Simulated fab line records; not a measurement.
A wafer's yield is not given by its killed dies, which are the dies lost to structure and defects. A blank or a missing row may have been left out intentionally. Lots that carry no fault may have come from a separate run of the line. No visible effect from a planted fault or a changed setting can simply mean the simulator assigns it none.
fab line records | flow sky130
[record] lots = 12 | wafers = 36 | last_day = 50
route steps=708 shown FIELD_ISO@17 NWELL@63 PAD_OPEN@708
lots untouched by any fault: they come from a run of this same line in which no faults occurred
start_h: hours from the record's first day to the start of the lot's first wafer shown | wait_h: how many hours have passed since the lot's step before this one | " repeats the value in the row above | L1.1+2: several wafers, shown together as one row | - value missing, or start not given | * or withheld: withheld | < > ~ a bound
route shown NAME@n: NAME is a module with steps in the file, n the number in the route of the first one | usual: average and standard deviation across the fault-free wafers | same: alike in all rows | chamber/n: place in a boat | sites: per-site readings | _std_site: standard deviation of those values | _edge_site: outer sites' mean less inner sites' | radius_mm: for every site, how far away it sits from the centre of the wafer | mask NAME#n: copy n | behind: tool/chamber where the wafer was last shaped | hold: the reason the lot was held/the length of the hold in hours/how it ended | device: whichever transistor did not switch (one of n, p or np) | end of line: the route-end tests of the same wafers | a step with no rows: only its recipe | killed: dies that structure and defects cost at the first sort, which is not the same as the wafer's yield | map: a wafer's dies, marking killed ones x, the rest . and places with no die _
set.NAME: the run value of the setting; set.NAME@STEP: its run value at that earlier step | model.NAME: the simulator's own value behind a step, which no gauge read
one table for each step of the route and one row for each wafer, over a sample of lots
services: the hour from which a tool's chamber was out of use, counted from the record's first day as start_h (under 0 if before that day), plus the number of hours and why
[[steps]]
[step SKY_FIELD_ISO_STRIP_16]
[recipe] chemistry = O2/N2 | power_w = 1400 | pressure_mtorr = 1500 | platen_temp_c = withheld | o2_flow_sccm = 3000 | n2_flow_sccm = 300 | overash_fraction = 0.5
[usual] drypump_motor_current_A = 5.8/0.38 | oes_product_au = 0.378/0.0052 | strip_time_to_endpoint_s = 3.54/0.04
lot.wafer | tool            | chamber | start_h | wait_h | drypump_motor_current_A | oes_product_au | rf_hours_counter_h | strip_time_to_endpoint_s
L270.3    | plasma_asher-03 | 1       | 40.91   | 0.1    | 6.0                     | 0.375          | -                  | 3.59
L270.4    | "               | 0       | "       | "      | 5.2                     | 0.369          | -                  | 3.53
L270.5    | "               | 1       | "       | "      | 6.0                     | 0.379          | -                  | 3.50
L272.4    | plasma_asher-03 | 0       | 49.21   | 0.1    | 5.1                     | 0.378          | -                  | 3.61
L272.5    | "               | 1       | "       | "      | 6.0                     | 0.387          | -                  | 3.64
L272.6    | "               | 0       | "       | "      | 5.1                     | 0.371          | -                  | 3.52
L273.2    | plasma_asher-03 | 0       | 58.90   | 0.0    | 5.1                     | 0.372          | 37                 | 3.57
L273.4    | "               | 1       | "       | "      | 6.0                     | 0.370          | -                  | 3.51
L273.6    | "               | 1       | "       | "      | 6.0                     | 0.381          | -                  | 3.54
L274.1    | plasma_asher-04 | 1       | 62.13   | 0.0    | 5.9                     | 0.385          | 37                 | 3.55
L274.5    | "               | 1       | "       | "      | 5.9                     | 0.380          | -                  | 3.57
L274.6    | "               | 0       | "       | "      | 5.7                     | 0.373          | -                  | 3.54
L275.1    | plasma_asher-04 | 1       | 64.85   | 0.0    | 5.9                     | 0.372          | 37                 | 3.54
L275.2    | "               | 0       | "       | "      | 5.6                     | 0.368          | 37                 | 3.50
L275.5    | "               | 0       | "       | "      | 5.6                     | 0.391          | -                  | 3.56
L276.1    | plasma_asher-04 | 0       | 69.53   | 0.0    | 5.6                     | 0.375          | 37                 | 3.49
L276.3    | "               | 1       | "       | "      | 5.9                     | 0.383          | -                  | 3.48
L276.5    | "               | 1       | "       | "      | 5.9                     | 0.378          | -                  | 3.57
L277.4    | plasma_asher-03 | 1       | 76.30   | 0.1    | 6.0                     | 0.376          | -                  | 3.53
L277.5    | "               | 1       | "       | "      | 6.0                     | 0.369          | -                  | 3.50
L277.6    | "               | 0       | "       | "      | 5.2                     | 0.372          | -                  | 3.53
L281.1    | plasma_asher-04 | 1       | 96.07   | 0.0    | 6.0                     | 0.387          | 40                 | 3.59
L281.2    | "               | 0       | "       | "      | 5.6                     | 0.371          | 40                 | 3.53
L281.4    | "               | 0       | "       | "      | 5.6                     | 0.374          | -                  | 3.61
L283.3    | plasma_asher-01 | 1       | 107.30  | 0.1    | 5.6                     | 0.387          | -                  | 3.51
L283.5    | "               | 1       | "       | "      | 5.5                     | 0.372          | -                  | 3.48
L283.6    | "               | 0       | "       | "      | 6.3                     | 0.374          | -                  | 3.51
L284.1    | plasma_asher-03 | 1       | 111.98  | 0.0    | 6.0                     | 0.376          | 43                 | 3.49
L284.4    | "               | 0       | "       | "      | 5.1                     | 0.385          | -                  | 3.56
L284.5    | "               | 1       | "       | "      | 6.0                     | 0.376          | -                  | 3.63
L286.1    | plasma_asher-03 | 1       | 122.82  | 0.0    | 6.0                     | 0.376          | 44                 | 3.54
L286.2    | "               | 0       | "       | "      | 5.2                     | 0.373          | 44                 | 3.56
L286.3    | "               | 0       | "       | "      | 5.2                     | 0.384          | -                  | 3.57
L290.1    | plasma_asher-01 | 1       | 143.50  | 0.0    | 5.6                     | 0.375          | 33                 | 3.51
L290.2    | "               | 0       | "       | "      | 6.4                     | 0.377          | 33                 | 3.48
L290.3    | "               | 0       | "       | "      | 6.3                     | 0.373          | -                  | 3.49
[step SKY_FIELD_ISO_CMP_27]
[recipe] stop_on = Si3N4 | t_overpolish_s = 16 | down_force_psi = 4 | platen_rpm = 60 | target_thk_nm = 457.8 | pad_velocity_m_s = 0.94248
[usual] motor_current_A = 11.2/1 | overpolish_run_s = 16.000/0.0087 | time_to_endpoint_s = 113/4.5
lot.wafer | tool   | chamber | start_h | wait_h | motor_current_A | overpolish_run_s | time_to_endpoint_s
L270.4    | cmp-01 | 1       | 45.76   | 0.1    | 11.3            | 16.004           | 111
L270.3    | "      | 3       | "       | "      | 10.8            | 15.995           | 105
L270.5    | "      | 0       | "       | "      | 11.0            | 15.999           | 108
L272.4    | cmp-02 | 0       | 55.09   | 0.1    | 12.7            | 15.995           | 108
L272.5    | "      | 3       | "       | "      | 9.8             | 16.004           | 114
L272.6    | "      | 0       | "       | "      | 12.8            | 16.007           | 107
L273.2    | cmp-02 | 3       | 64.38   | 0.1    | 9.5             | 15.999           | 116
L273.4    | "      | 1       | "       | "      | 13.0            | 15.996           | 113
L273.6    | "      | 3       | "       | "      | 10.1            | 16.005           | 115
L274.1    | cmp-02 | 3       | 66.22   | 0.0    | 9.7             | 15.997           | 116
L274.5    | "      | 3       | "       | "      | 9.7             | 16.012           | 115
L274.6    | "      | 0       | "       | "      | 12.3            | 16.003           | 109
L275.1    | cmp-01 | 0       | 70.86   | 0.1    | 11.0            | 16.007           | 115
L275.2    | "      | 1       | "       | "      | 10.7            | 15.989           | 117
L275.5    | "      | 0       | "       | "      | 11.3            | 16.016           | 118
L276.3    | cmp-01 | 0       | 74.56   | 0.1    | 11.1            | 15.996           | 114
L276.1    | "      | 1       | "       | "      | 11.2            | 16.003           | 115
L276.5    | "      | 2       | "       | "      | 10.7            | 16.009           | 123
L277.4    | cmp-01 | 2       | 80.26   | 0.1    | 11.1            | 16.017           | 119
L277.5    | "      | 0       | "       | "      | 11.6            | 15.999           | 115
L277.6    | "      | 1       | "       | "      | 11.2            | 16.014           | 114
L281.1    | cmp-01 | 2       | 100.86  | 0.0    | 10.8            | 15.995           | 115
L281.4    | "      | 3       | "       | "      | 10.9            | 15.997           | 111
L281.2    | "      | 0       | "       | "      | 11.1            | 15.994           | 116
L283.3    | cmp-01 | 2       | 111.23  | 0.1    | 11.0            | 15.989           | 120
L283.5    | "      | 0       | "       | "      | 10.9            | 16.008           | 112
L283.6    | "      | 1       | "       | "      | 10.6            | 15.997           | 113
L284.1    | cmp-01 | 2       | 115.98  | 0.1    | 10.3            | 15.995           | 120
L284.4    | "      | 0       | "       | "      | 11.7            | 15.991           | 115
L284.5    | "      | 2       | "       | "      | 10.8            | 15.991           | 116
L286.3    | cmp-02 | 1       | 126.18  | 0.1    | 13.0            | 15.984           | 112
L286.2    | "      | 2       | "       | "      | 10.5            | 15.992           | 108
L286.1    | "      | 3       | "       | "      | 10.0            | 16.003           | 114
L290.1    | cmp-02 | 0       | 147.87  | 0.1    | 12.3            | 15.993           | 112
L290.2    | "      | 1       | "       | "      | 13.7            | 15.994           | 117
L290.3    | "      | 2       | "       | "      | 11.1            | 15.999           | 111
[step SKY_NWELL_OVL_MEAS_10]
[usual] NWELL_00_OVL = 0.1/1.2
lot.wafer | tool       | chamber | start_h | wait_h | NWELL_00_OVL[nm]
L270.3    | overlay-02 | -       | 97.71   | -      | 0.4
L270.4    | "          | -       | "       | "      | 0.6
L270.5    | "          | -       | "       | "      | -0.6
L272.4    | overlay-02 | -       | 109.13  | -      | 0.1
L272.5    | "          | -       | "       | "      | 0.6
L272.6    | "          | -       | "       | "      | 0.0
L273.2    | overlay-01 | -       | 120.36  | -      | 2.0
L273.4    | "          | -       | "       | "      | 0.7
L273.6    | "          | -       | "       | "      | 0.9
L274.1    | overlay-02 | -       | 123.73  | -      | 1.2
L274.5    | "          | -       | "       | "      | 1.4
L274.6    | "          | -       | "       | "      | 2.1
L275.1    | overlay-01 | -       | 125.86  | -      | -1.7
L275.2    | "          | -       | "       | "      | -1.5
L275.5    | "          | -       | "       | "      | 0.5
L276.1    | overlay-01 | -       | 131.41  | -      | 0.0
L276.3    | "          | -       | "       | "      | 1.5
L276.5    | "          | -       | "       | "      | -0.4
L277.4    | overlay-02 | -       | 140.20  | -      | 1.0
L277.5    | "          | -       | "       | "      | -0.1
L277.6    | "          | -       | "       | "      | 1.0
L281.1    | overlay-02 | -       | 162.71  | -      | -1.0
L281.2    | "          | -       | "       | "      | 1.0
L281.4    | "          | -       | "       | "      | -0.1
L283.3    | overlay-01 | -       | 173.92  | -      | 0.2
L283.5    | "          | -       | "       | "      | 0.0
L283.6    | "          | -       | "       | "      | -0.2
L284.1    | overlay-01 | -       | 178.50  | -      | -0.8
L284.4    | "          | -       | "       | "      | -0.4
L284.5    | "          | -       | "       | "      | -0.9
L286.1    | overlay-01 | -       | 189.61  | -      | 0.5
L286.2    | "          | -       | "       | "      | -1.2
L286.3    | "          | -       | "       | "      | 0.1
L290.1    | overlay-02 | -       | 212.83  | -      | -0.4
L290.2    | "          | -       | "       | "      | 0.5
L290.3    | "          | -       | "       | "      | 0.1
[step SKY_NWELL_IMPLANT_13]
[recipe] species = P | energy_kev = 50 | dose_cm2 = 7e+11 | tilt_deg = withheld
[usual] dose_ions_cm2 = 7e+11/7.4e+08 | faraday_current_uA = 3.95/0.085
lot.wafer | tool         | chamber | start_h | wait_h | dose_ions_cm2 | faraday_current_uA
L270.3    | implanter-04 | 0       | 98.09   | 0.1    | 6.981e+11     | 3.78
L270.4    | "            | 0       | "       | "      | 6.994e+11     | 3.82
L270.5    | "            | 0       | "       | "      | 6.983e+11     | 3.91
L272.4    | implanter-04 | 0       | 109.52  | 0.1    | 6.996e+11     | 4.04
L272.5    | "            | 0       | "       | "      | 7.002e+11     | 3.86
L272.6    | "            | 0       | "       | "      | 7.004e+11     | 3.96
L273.2    | implanter-02 | 0       | 120.71  | 0.1    | 7.011e+11     | 4.03
L273.4    | "            | 0       | "       | "      | 7.016e+11     | 4.04
L273.6    | "            | 0       | "       | "      | 7.004e+11     | 3.92
L274.1    | implanter-01 | 0       | 124.07  | 0.1    | 6.993e+11     | 4.02
L274.5    | "            | 0       | "       | "      | 7.009e+11     | 4.07
L274.6    | "            | 0       | "       | "      | 6.994e+11     | 3.84
L275.1    | implanter-01 | 0       | 126.20  | 0.1    | 7.004e+11     | 3.94
L275.2    | "            | 0       | "       | "      | 7.008e+11     | 3.95
L275.5    | "            | 0       | "       | "      | 6.996e+11     | 3.87
L276.1    | implanter-04 | 0       | 131.75  | 0.1    | 7.003e+11     | 3.99
L276.3    | "            | 0       | "       | "      | 6.997e+11     | 4.08
L276.5    | "            | 0       | "       | "      | 6.995e+11     | 3.94
L277.4    | implanter-01 | 0       | 140.59  | 0.1    | 3.719e+11     | 2.05
L277.5    | "            | 0       | "       | "      | 3.716e+11     | 2.12
L277.6    | "            | 0       | "       | "      | 3.729e+11     | 2.16
L281.1    | implanter-01 | 0       | 163.05  | 0.1    | 3.715e+11     | 2.16
L281.2    | "            | 0       | "       | "      | 3.713e+11     | 2.16
L281.4    | "            | 0       | "       | "      | 3.718e+11     | 2.03
L283.3    | implanter-02 | 0       | 174.30  | 0.1    | 7.012e+11     | 3.98
L283.5    | "            | 0       | "       | "      | 6.999e+11     | 3.97
L283.6    | "            | 0       | "       | "      | 6.994e+11     | 3.96
L284.1    | implanter-02 | 0       | 178.84  | 0.1    | 6.992e+11     | 4.09
L284.4    | "            | 0       | "       | "      | 7.001e+11     | 4.02
L284.5    | "            | 0       | "       | "      | 6.992e+11     | 3.93
L286.1    | implanter-02 | 0       | 189.95  | 0.1    | 6.995e+11     | 3.88
L286.2    | "            | 0       | "       | "      | 7e+11         | 4.00
L286.3    | "            | 0       | "       | "      | 6.998e+11     | 3.96
L290.1    | implanter-04 | 0       | 213.17  | 0.1    | 7.006e+11     | 3.91
L290.2    | "            | 0       | "       | "      | 7e+11         | 3.92
L290.3    | "            | 0       | "       | "      | 7.01e+11      | 3.96
[step SKY_NWELL_RS_MEAS_29]
[recipe] thk_meas_gauge = four-point-probe
[usual] NWELL_RS = 625.2/1.7
lot.wafer | tool          | chamber | start_h | wait_h | NWELL_RS[ohm/sq]
L270.3    | film_metro-01 | -       | 116.22  | 0.1    | 626.7
L270.4    | "             | -       | "       | "      | 627.3
L270.5    | "             | -       | "       | "      | 625.4
L272.4    | film_metro-02 | -       | 129.49  | 0.1    | 626.4
L272.5    | "             | -       | "       | "      | 624.6
L272.6    | "             | -       | "       | "      | 625.2
L273.2    | film_metro-01 | -       | 141.33  | 0.1    | 626.2
L273.4    | "             | -       | "       | "      | 625.9
L273.6    | "             | -       | "       | "      | 625.0
L274.1    | film_metro-03 | -       | 144.51  | 0.1    | 624.7
L274.5    | "             | -       | "       | "      | 623.5
L274.6    | "             | -       | "       | "      | 624.0
L275.1    | film_metro-03 | -       | 146.68  | 0.1    | 625.8
L275.2    | "             | -       | "       | "      | 626.6
L275.5    | "             | -       | "       | "      | 626.1
L276.1    | film_metro-01 | -       | 152.20  | 0.1    | 625.1
L276.3    | "             | -       | "       | "      | 624.1
L276.5    | "             | -       | "       | "      | 626.1
L277.4    | film_metro-01 | -       | 161.37  | 0.1    | 638.4
L277.5    | "             | -       | "       | "      | 637.6
L277.6    | "             | -       | "       | "      | 634.2
L281.1    | film_metro-03 | -       | 184.33  | 0.1    | 635.7
L281.2    | "             | -       | "       | "      | 633.4
L281.4    | "             | -       | "       | "      | 632.9
L283.3    | film_metro-03 | -       | 196.40  | 0.1    | 628.9
L283.5    | "             | -       | "       | "      | 628.2
L283.6    | "             | -       | "       | "      | 628.6
L284.1    | film_metro-01 | -       | 200.46  | 0.1    | 621.4
L284.4    | "             | -       | "       | "      | 624.0
L284.5    | "             | -       | "       | "      | 624.4
L286.1    | film_metro-02 | -       | 211.83  | 0.1    | 624.8
L286.2    | "             | -       | "       | "      | 624.8
L286.3    | "             | -       | "       | "      | 623.9
L290.1    | film_metro-02 | -       | 235.10  | 0.1    | 627.0
L290.2    | "             | -       | "       | "      | 625.5
L290.3    | "             | -       | "       | "      | 626.1
[step SKY_PAD_OPEN_PROBE_99]
[usual] killed_at_M0_to_M3 = 43/7.9 | killed_at_M4_up = 2.9/1.8 | killed_at_contacts = 24/5.5 | killed_at_front_end = 15/4.2 | killed_at_other = 0.2/0.46 | killed_dies = 86/11 | killed_open = 47/8.1 | killed_short = 39/6.4
[same] gross_dies = 492 | killed_at_back_side = 0
lot.wafer | tool      | chamber | start_h | wait_h | killed_at_M0_to_M3 | killed_at_M4_up | killed_at_contacts | killed_at_front_end | killed_at_other | killed_dies | killed_open | killed_short
L270.3    | prober-01 | -       | 1092.94 | 0.2    | 41                 | 3               | 35                 | 19                  | 0               | 98          | 51          | 47
L270.4    | prober-01 | -       | 1092.99 | 0.2    | 48                 | 2               | 20                 | 21                  | 0               | 91          | 54          | 37
L270.5    | prober-01 | -       | 1093.04 | 0.2    | 31                 | 3               | 31                 | 14                  | 0               | 79          | 41          | 38
L273.2    | prober-02 | -       | 1118.31 | 0.1    | 39                 | 0               | 24                 | 11                  | 0               | 74          | 40          | 34
L273.4    | prober-02 | -       | 1118.41 | 0.2    | 43                 | 0               | 26                 | 20                  | 1               | 90          | 49          | 41
L273.6    | prober-02 | -       | 1118.51 | 0.2    | 47                 | 1               | 30                 | 24                  | 0               | 102         | 69          | 33
L274.1    | prober-02 | -       | 1123.65 | 0.1    | 37                 | 2               | 25                 | 12                  | 0               | 76          | 33          | 43
L274.5    | prober-02 | -       | 1123.85 | 0.2    | 50                 | 2               | 23                 | 11                  | 0               | 86          | 46          | 40
L274.6    | prober-02 | -       | 1123.90 | 0.2    | 46                 | 2               | 34                 | 13                  | 2               | 97          | 52          | 45
L276.1    | prober-01 | -       | 1131.55 | 0.1    | 41                 | 4               | 18                 | 16                  | 0               | 79          | 41          | 38
L276.3    | prober-01 | -       | 1131.65 | 0.2    | 50                 | 1               | 27                 | 18                  | 0               | 96          | 47          | 49
L276.5    | prober-01 | -       | 1131.75 | 0.2    | 32                 | 1               | 24                 | 15                  | 0               | 72          | 40          | 32
L286.1    | prober-01 | -       | 1182.61 | 0.1    | 44                 | 5               | 26                 | 14                  | 1               | 90          | 48          | 42
L286.2    | prober-01 | -       | 1182.66 | 0.1    | 37                 | 3               | 24                 | 12                  | 0               | 76          | 39          | 37
L286.3    | prober-01 | -       | 1182.71 | 0.2    | 48                 | 4               | 24                 | 7                   | 0               | 83          | 40          | 43
L290.1    | prober-01 | -       | 1196.88 | 0.1    | 44                 | 6               | 26                 | 19                  | 0               | 95          | 57          | 38
L290.2    | prober-01 | -       | 1196.93 | 0.1    | 47                 | 2               | 23                 | 16                  | 0               | 88          | 45          | 43
L290.3    | prober-01 | -       | 1196.98 | 0.2    | 47                 | 4               | 21                 | 18                  | 0               | 90          | 48          | 42
// killed by level:class
L270.3 VIA1:geometric_particle:open=18 CONTACT:geometric_particle:open=10 CONTACT:geometric_particle:short=9 POLY_GATE:geometric_particle:short=7 METAL1:geometric_particle:short=7 LOCAL_INTERCONNECT:geometric_particle:short=6 FIELD_ISO:geometric_particle:short=5 LI_CONTACT:geometric_particle:open=5
L270.4 VIA1:geometric_particle:open=15 CONTACT:geometric_particle:open=8 VIA2:geometric_particle:open=6 FIELD_ISO:geometric_particle:open=5 METAL1:geometric_particle:short=5 VIA3:geometric_particle:open=5 FIELD_ISO:geometric_particle:short=4 LI_CONTACT:geometric_particle:open=4
L270.5 CONTACT:geometric_particle:open=9 VIA3:geometric_particle:open=8 LI_CONTACT:geometric_particle:open=7 VIA1:geometric_particle:open=6 CONTACT:geometric_particle:short=5 POLY_GATE:geometric_particle:short=5 LI_CONTACT:geometric_particle:short=4 LOCAL_INTERCONNECT:geometric_particle:short=4
L273.2 VIA1:geometric_particle:open=8 LI_CONTACT:geometric_particle:open=7 CONTACT:geometric_particle:open=6 VIA3:geometric_particle:open=6 LOCAL_INTERCONNECT:geometric_particle:short=5 METAL1:geometric_particle:short=5 VIA1:geometric_particle:short=4 METAL2:geometric_particle:short=4
L273.4 VIA1:geometric_particle:open=10 CONTACT:geometric_particle:open=8 LI_CONTACT:geometric_particle:open=8 METAL2:geometric_particle:short=8 POLY_GATE:geometric_particle:open=6 FIELD_ISO:geometric_particle:open=5 VIA1:geometric_particle:short=5 CONTACT:geometric_particle:short=5
L273.6 CONTACT:geometric_particle:open=15 VIA1:geometric_particle:open=12 POLY_GATE:geometric_particle:open=11 VIA1:geometric_particle:short=6 LI_CONTACT:geometric_particle:open=6 VIA2:geometric_particle:open=6 VIA3:geometric_particle:open=5 FIELD_ISO:geometric_particle:open=4
L274.1 METAL2:geometric_particle:short=8 CONTACT:geometric_particle:open=7 CONTACT:geometric_particle:short=7 VIA2:geometric_particle:open=7 LI_CONTACT:geometric_particle:open=6 FIELD_ISO:geometric_particle:short=5 POLY_GATE:geometric_particle:short=5 VIA3:geometric_particle:open=5
L274.5 VIA1:geometric_particle:open=12 CONTACT:geometric_particle:open=9 METAL1:geometric_particle:short=9 VIA3:geometric_particle:open=7 VIA2:geometric_particle:open=6 VIA3:geometric_particle:short=5 FIELD_ISO:geometric_particle:short=4 LI_CONTACT:geometric_particle:open=4
L274.6 CONTACT:geometric_particle:open=10 VIA1:geometric_particle:open=10 LI_CONTACT:geometric_particle:open=7 LOCAL_INTERCONNECT:geometric_particle:short=7 VIA3:geometric_particle:open=7 VIA2:geometric_particle:open=5 POLY_GATE:geometric_particle:short=5 VIA1:geometric_particle:short=5
L276.1 VIA1:geometric_particle:open=10 CONTACT:geometric_particle:open=7 METAL2:geometric_particle:short=5 VIA2:geometric_particle:open=5 LI_CONTACT:geometric_particle:open=5 METAL1:geometric_particle:short=5 VIA1:geometric_particle:short=5 FIELD_ISO:geometric_particle:open=4
L276.3 CONTACT:geometric_particle:open=12 VIA3:geometric_particle:short=9 METAL2:geometric_particle:short=8 LI_CONTACT:geometric_particle:open=7 VIA3:geometric_particle:open=7 VIA2:geometric_particle:open=6 POLY_GATE:geometric_particle:short=5 VIA1:geometric_particle:open=5
L276.5 CONTACT:geometric_particle:open=11 METAL2:geometric_particle:short=9 LI_CONTACT:geometric_particle:open=6 VIA2:geometric_particle:open=4 VIA1:geometric_particle:open=4 VIA3:geometric_particle:open=4 FIELD_ISO:geometric_particle:short=3 FIELD_ISO:geometric_particle:open=3
L286.1 LI_CONTACT:geometric_particle:open=10 METAL1:geometric_particle:short=7 VIA1:geometric_particle:open=7 CONTACT:geometric_particle:open=6 VIA1:geometric_particle:short=6 VIA3:geometric_particle:open=5 VIA2:geometric_particle:short=5 FIELD_ISO:geometric_particle:open=4
L286.2 CONTACT:geometric_particle:open=8 VIA1:geometric_particle:open=8 METAL2:geometric_particle:short=8 LI_CONTACT:geometric_particle:open=5 LOCAL_INTERCONNECT:geometric_particle:short=5 METAL1:geometric_particle:short=5 VIA2:geometric_particle:open=5 FIELD_ISO:geometric_particle:open=4
L286.3 VIA1:geometric_particle:open=13 LI_CONTACT:geometric_particle:open=6 CONTACT:geometric_particle:short=6 VIA2:geometric_particle:open=6 CONTACT:geometric_particle:open=5 METAL3:geometric_particle:short=5 METAL2:geometric_particle:short=5 VIA2:geometric_particle:short=5
L290.1 VIA1:geometric_particle:open=11 LI_CONTACT:geometric_particle:open=9 CONTACT:geometric_particle:open=9 VIA1:geometric_particle:short=6 METAL2:geometric_particle:short=6 VIA2:geometric_particle:open=6 CONTACT:geometric_particle:short=5 POLY_GATE:geometric_particle:short=5
L290.2 VIA1:geometric_particle:open=12 CONTACT:geometric_particle:open=8 VIA1:geometric_particle:short=7 LI_CONTACT:geometric_particle:open=5 METAL2:geometric_particle:short=5 FIELD_ISO:geometric_particle:short=4 VIA2:geometric_particle:open=4 POLY_GATE:geometric_particle:short=4
L290.3 CONTACT:geometric_particle:open=11 VIA2:geometric_particle:open=8 VIA3:geometric_particle:open=8 FIELD_ISO:geometric_particle:short=7 FIELD_ISO:geometric_particle:open=6 VIA1:geometric_particle:short=6 VIA2:geometric_particle:short=6 VIA1:geometric_particle:open=6
[[services]]
tool            | chamber | start_h | hours | kind
cmp-01          | -       | 17.30   | 0.6   | repair
implanter-02    | -       | 28.97   | 2.3   | repair
cmp-02          | -       | 46.24   | 1.0   | repair
cmp-02          | -       | 58.27   | 1.5   | repair
cmp-01          | -       | 64.00   | 4.0   | pm
cmp-01          | -       | 68.00   | -     | consumable_replace:conditioner
cmp-01          | -       | 68.00   | -     | consumable_replace:pad
implanter-02    | -       | 72.28   | 2.3   | repair
cmp-02          | -       | 72.40   | 1.3   | repair
implanter-04    | -       | 101.33  | 3.1   | repair
plasma_asher-04 | -       | 104.48  | 2.5   | repair
cmp-02          | -       | 110.99  | 10.0  | repair
implanter-04    | -       | 121.99  | 4.2   | pm
plasma_asher-03 | -       | 124.32  | 2.8   | pm
cmp-02          | -       | 166.05  | 1.5   | repair
implanter-02    | -       | 166.47  | 3.6   | pm
cmp-01          | -       | 170.12  | 5.4   | pm
implanter-02    | -       | 187.44  | 1.8   | repair
implanter-04    | -       | 194.54  | 6.0   | pm
cmp-01          | -       | 204.89  | 3.1   | repair
[[key]]
[first_sign] step = SKY_NWELL_IMPLANT_13 | reading = dose_ions_cm2 | direction = down | sigmas = 99+ | usual = * | struck = *
[effect] step = SKY_NWELL_IMPLANT_13 | reading = faraday_current_uA | direction = down | sigmas = 22 | usual = 3.95 | struck = 2.11
[effect] step = SKY_NWELL_RS_MEAS_29 | reading = NWELL_RS | direction = up | sigmas = 5.8 | usual = 625.2 | struck = 635.4
met_at SKY_NWELL_IMPLANT_13
struck_lots L277,L281
tester_left_out L277,L281
not_acting_at SKY_FIELD_ISO_STRIP_16,SKY_FIELD_ISO_CMP_27,SKY_NWELL_OVL_MEAS_10
onset_between 126.20 140.59
[fault] kind = process_parameter_drift | tool = implanter-01 | chamber = - | onset_h = 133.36 | steps = SKY_NWELL_IMPLANT_13 | channel = dose_cm2 | offset = * | shape = step | end_h = 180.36 | acts_in = * | stated = *
// tester_left_out: of these lots the tester's yield and bins aren't shown, on N5 and GAA mostly nor the transistor test; their killed dies are dies lost to structure and defects alone, not to doping, threshold or leakage, so they don't give the yield
